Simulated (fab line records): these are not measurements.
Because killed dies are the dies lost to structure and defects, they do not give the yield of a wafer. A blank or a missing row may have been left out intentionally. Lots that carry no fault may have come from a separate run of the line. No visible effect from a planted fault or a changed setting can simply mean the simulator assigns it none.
Code-filled problem report in 8D (eight disciplines) form -- flow sky130 -- the parts of the form that need people (team, actions taken, sign-off) are left out

## 1. THE PROBLEM
killed at contacts at SKY_PAD_OPEN_PROBE_99 reads a mean of 192 on 6 wafers of 2 lots; wafers without a fault read 24 with a standard deviation of 5.4. Relative to the usual mean, that is a shift of +31 standard deviations.
Seen first at day 49 05:48 on prober-02, wafer L488.1. Wafers with a number at this step in the record: 9, from 3 lots. Rule for "out", or "out of limits": more than 4 standard deviations from the usual mean. The other wafers with a number count as sound.

## 2. WHAT IT IS; WHAT IT IS NOT
question,is,is not
which readings at this step,"killed at contacts, killed dies, killed on rim","killed_at_M4_up, killed at other"
which lots,"L488, L489",L480
which wafers of those lots,all that have a number,-
read on which tools,"prober-01, prober-02",-
when,from day 49 05:48,up to then (3 sound wafers)

## 3. SUSPECTS, AND WHAT RULES EACH OUT
Counting: a tool stays on the suspect list if, at a process step up to the reading, it processed all lots that are out and no sound lot following the first of them.
- cmp-01 at SKY_LI_CONTACT_CMP_02 (polishes PSG): kept. Every lot that is out went through it, starting with L488 (day 32 16:55), and after that it ran no sound lot; the last sound lot it ran before then is L480 (day 29 23:07).
Left after counting: cmp-01 at SKY_LI_CONTACT_CMP_02.

## 4. THE CAUSE (what the simulator had put in)
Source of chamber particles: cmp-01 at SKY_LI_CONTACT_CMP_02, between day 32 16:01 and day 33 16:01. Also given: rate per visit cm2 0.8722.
Counting left only this tool.

## 5. SEQUENCE OF EFFECTS, ordered by route
One row per reading whose mean, taken over the struck wafers that have a number, lies over 3 standard deviations from the usual. Only readings whose record carries a usual standard deviation are examined. hours: median over the lots of the time between each lot's start at the first step of this table that gives one and its start at this step. sigmas: the change, counted in usual standard deviations.
hours,step,reading,usual,on struck wafers,change,sigmas
0,SKY_PAD_OPEN_PROBE_99,killed at contacts,24,192,+168,+31
0,SKY_PAD_OPEN_PROBE_99,killed dies,87,241,+154,+16
0,SKY_PAD_OPEN_PROBE_99,killed on rim,18,47,+29,+7.3
The process steps in it:
- SKY_PAD_OPEN_PROBE_99

## 6. WHAT WOULD HAVE CAUGHT IT SOONER
In this record no reading fell out of limits until day 49 05:48, 398 hours after the fault had begun at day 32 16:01.
No tool reading at SKY_LI_CONTACT_CMP_02 that has a usual standard deviation in the record was out on any struck wafer, so an alarm limit of 4 standard deviations on those readings would not have fired.
By day 49 05:48, every lot that is out (2) had started SKY_LI_CONTACT_CMP_02 on cmp-01. A hold on the tool at that time would have spared none of them.
